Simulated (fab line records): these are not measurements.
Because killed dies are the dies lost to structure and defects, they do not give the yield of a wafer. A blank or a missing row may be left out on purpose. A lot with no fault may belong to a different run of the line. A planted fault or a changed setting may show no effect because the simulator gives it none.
Which tool was responsible? + flow gf180mcu + Sampling: 6 lots, 18 wafers, 2 of 602 route steps

== WHAT THE GAUGES SHOWED, per wafer ==
GF_VT_IMPLANT_RS_MEAS_49: measurement is done with a four-point probe.
| lot  | measured     | on            | MVPSD_RS (ohm/sq)    |
|------|--------------|---------------|----------------------|
| L491 | day 8 04:38  | film_metro-04 | 1168.4 1169.3 1169.2 |
| L494 | day 8 20:56  | film_metro-03 | 1173.0 1170.8 1171.5 |
| L497 | day 9 21:46  | film_metro-04 | 1151.3 1147.6 1149.5 |
| L500 | day 10 15:57 | film_metro-04 | 1173.8 1173.6 1173.0 |
| L506 | day 12 08:06 | film_metro-01 | 1173.1 1172.3 1171.6 |
| L511 | day 13 15:55 | film_metro-01 | 1174.2 1172.6 1168.8 |

== WHAT TOOL EACH LOT RAN ON (gives the tool, then ch and the chambers of the sampled wafers, and finally the start) ==
| lot  | GF_MVPSD_IMPLANT_08             |
|------|---------------------------------|
| L491 | implanter-02 ch 0, day 5 14:04  |
| L494 | implanter-03 ch 0, day 6 03:51  |
| L497 | implanter-03 ch 0, day 7 02:05  |
| L500 | implanter-01 ch 0, day 7 18:43  |
| L506 | implanter-02 ch 0, day 9 08:01  |
| L511 | implanter-02 ch 0, day 10 10:36 |
- GF_MVPSD_IMPLANT_08

== THE ANSWER, worked out from the rows above alone ==
Rule: usual is defined by the lots themselves. Put in order of their means at a reading, lots are off if they are a third of the lots or fewer, leave a main group of 4 or more, and stand apart from it by a gap of 3 or more times the standard deviation of the main group's means; of several such gaps the widest counts. A main group whose means are all the same, to the digits that the tables above print for the reading, isn't used. A lot without any number at a reading at which 4 lots or more have one is off too. All remaining lots with rows at the step are treated as sound.
Off: at GF_VT_IMPLANT_RS_MEAS_49 (MVPSD_RS), L497. Main group: mean 1171.7 ohm/sq, sd 1.5.
If a tool, at a process step before that reading, ran all the lots that are off and no sound lot after the first of them, it fits. Those tools and the gauges at GF_VT_IMPLANT_RS_MEAS_49 are tried in the same way. One candidate fits, namely implanter-03 at GF_MVPSD_IMPLANT_08. Its last sound lot is L494 (day 6 03:51), its first lot that is off L497 (day 7 02:05): a fault that began between those two fits.

== WHAT THE SIMULATOR PUT IN ==
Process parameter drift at GF_MVPSD_IMPLANT_08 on implanter-03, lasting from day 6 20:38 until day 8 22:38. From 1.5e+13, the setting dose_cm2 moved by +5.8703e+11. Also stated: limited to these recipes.
Shown lots that were struck: L497. This agrees with what the rule above found.
